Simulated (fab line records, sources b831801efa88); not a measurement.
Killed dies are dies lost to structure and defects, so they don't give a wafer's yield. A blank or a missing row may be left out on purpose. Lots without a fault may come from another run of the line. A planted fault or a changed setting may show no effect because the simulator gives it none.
Which tool did it? | flow sky130 | 15 lots, 45 wafers sampled, at 3 steps of a route of 708

WHAT THE GAUGES READ, wafer by wafer
SKY_FIELD_ISO_THK_MEAS_02. Usual: FIELD_ISO_OXIDATION_00_THK 12.12 nm, standard deviation 0.24.
lot  | measured    | on            | FIELD_ISO_OXIDATION_00_THK (nm) | flag
L439 | day 1 12:17 | film_metro-03 | 12.20 11.89 11.97               |
L440 | day 1 17:54 | film_metro-01 | 12.09 12.03 11.95               |
L441 | day 2 00:16 | film_metro-02 | 11.86 11.99 11.72               |
L442 | day 2 04:20 | film_metro-01 | 11.90 12.09 11.97               |
L443 | day 2 08:40 | film_metro-03 | 12.03 12.24 11.94               |
L444 | day 2 13:05 | film_metro-03 | 12.27 12.35 12.45               |
L445 | day 2 18:34 | film_metro-01 | 12.33 12.06 12.25               |
L446 | day 2 22:38 | film_metro-01 | 12.14 11.95 12.08               |
L447 | day 3 04:17 | film_metro-01 | 12.23 12.08 12.20               |
L448 | day 3 08:38 | film_metro-01 | 12.48 12.59 12.48               |
L449 | day 3 14:17 | film_metro-03 | 12.64 12.34 12.30               |
L452 | day 4 07:26 | film_metro-01 | 12.09 12.01 12.11               |
L454 | day 4 15:37 | film_metro-03 | 12.13 11.93 11.95               |
L453 | day 4 15:37 | film_metro-01 | 12.09 12.12 12.24               |
L462 | day 6 07:31 | film_metro-01 | 12.14 12.33 12.24               |

SKY_DNWELL_TW_MEAS_09. Usual: DNWELL_TW 1118, standard deviation 6.5.
lot  | measured    | on            | DNWELL_TW      | flag
L439 | day 3 07:36 | film_metro-04 | 1121 1122 1116 |
L440 | day 3 11:09 | film_metro-04 | 1126 1124 1121 |
L441 | day 3 17:44 | film_metro-03 | 1109 1111 1110 |
L442 | day 3 21:47 | film_metro-04 | 1122 1127 1121 |
L443 | day 4 03:57 | film_metro-01 | 1112 1110 1104 |
L444 | day 4 09:14 | film_metro-03 | 1117 1119 1118 |
L445 | day 4 14:18 | film_metro-04 | 1124 1122 1128 |
L446 | day 4 22:58 | film_metro-04 | 1116 1117 1113 |
L447 | day 5 14:34 | film_metro-04 | 1119 1123 1123 |
L448 | day 5 14:44 | film_metro-03 | 1127 1121 1128 |
L449 | day 5 21:11 | film_metro-04 | 1118 1122 1128 |
L452 | day 6 02:54 | film_metro-03 | 1116 1119 1118 |
L454 | day 6 13:31 | film_metro-04 | 1119 1126 1121 |
L453 | day 6 13:17 | film_metro-01 | 1121 1113 1114 |
L462 | day 8 11:00 | film_metro-01 | 1110 1119 1112 |

SKY_VT_ADJUST_HVTP_TW_MEAS_11. Usual: VT_ADJUST_HVTP_TW 1361, standard deviation 8.6.
lot  | measured     | on            | VT_ADJUST_HVTP_TW | flag
L439 | day 6 06:22  | film_metro-02 | 1362 1346 1356    |
L440 | day 6 10:44  | film_metro-04 | 1368 1365 1371    |
L441 | day 6 18:10  | film_metro-01 | 1353 1359 1346    |
L442 | day 6 22:49  | film_metro-01 | 1363 1354 1354    |
L443 | day 7 06:26  | film_metro-01 | 1358 1362 1357    |
L444 | day 7 13:13  | film_metro-04 | 1358 1370 1370    |
L445 | day 7 17:07  | film_metro-02 | 1356 1356 1349    |
L446 | day 8 05:05  | film_metro-02 | 1364 1357 1355    |
L447 | day 8 22:49  | film_metro-02 | 1360 1358 1357    |
L448 | day 8 23:50  | film_metro-02 | 1359 1354 1358    |
L449 | day 9 05:27  | film_metro-01 | 1353 1362 1356    |
L452 | day 9 13:37  | film_metro-02 | 1359 1358 1366    |
L454 | day 10 02:13 | film_metro-02 | 1359 1358 1352    |
L453 | day 10 01:56 | film_metro-04 | 1371 1363 1369    |
L462 | day 12 07:17 | film_metro-04 | 1360 1358 1361    |

WHICH TOOL RAN EACH LOT (tool, then ch and the chambers of the sampled wafers, then the start)
The record holds no process step before these readings.

WHAT THE TOOLS THEMSELVES READ (means of the sampled wafers that have a number; where no wafer has one, the mark that the record gives instead)
The record holds no such reading with a usual standard deviation.

THE ANSWER, worked out from the rows above alone
Rule: a lot is off if the mean of its wafers that have a number lies more than 3 standard deviations from the usual mean. A lot without any number at a reading at which 4 lots or more have one is off too. The other lots that the step has rows for count as sound. The gauges are gone through in route order, then the tools' own readings, and for those a lot's mean is taken as printed above. The first step at which some lot is off is used, and at that step the reading that is off furthest; a lot without a number counts as furthest.
No lot is off at any reading shown: from this, nothing can be told.

WHAT THE SIMULATOR HAD PUT IN
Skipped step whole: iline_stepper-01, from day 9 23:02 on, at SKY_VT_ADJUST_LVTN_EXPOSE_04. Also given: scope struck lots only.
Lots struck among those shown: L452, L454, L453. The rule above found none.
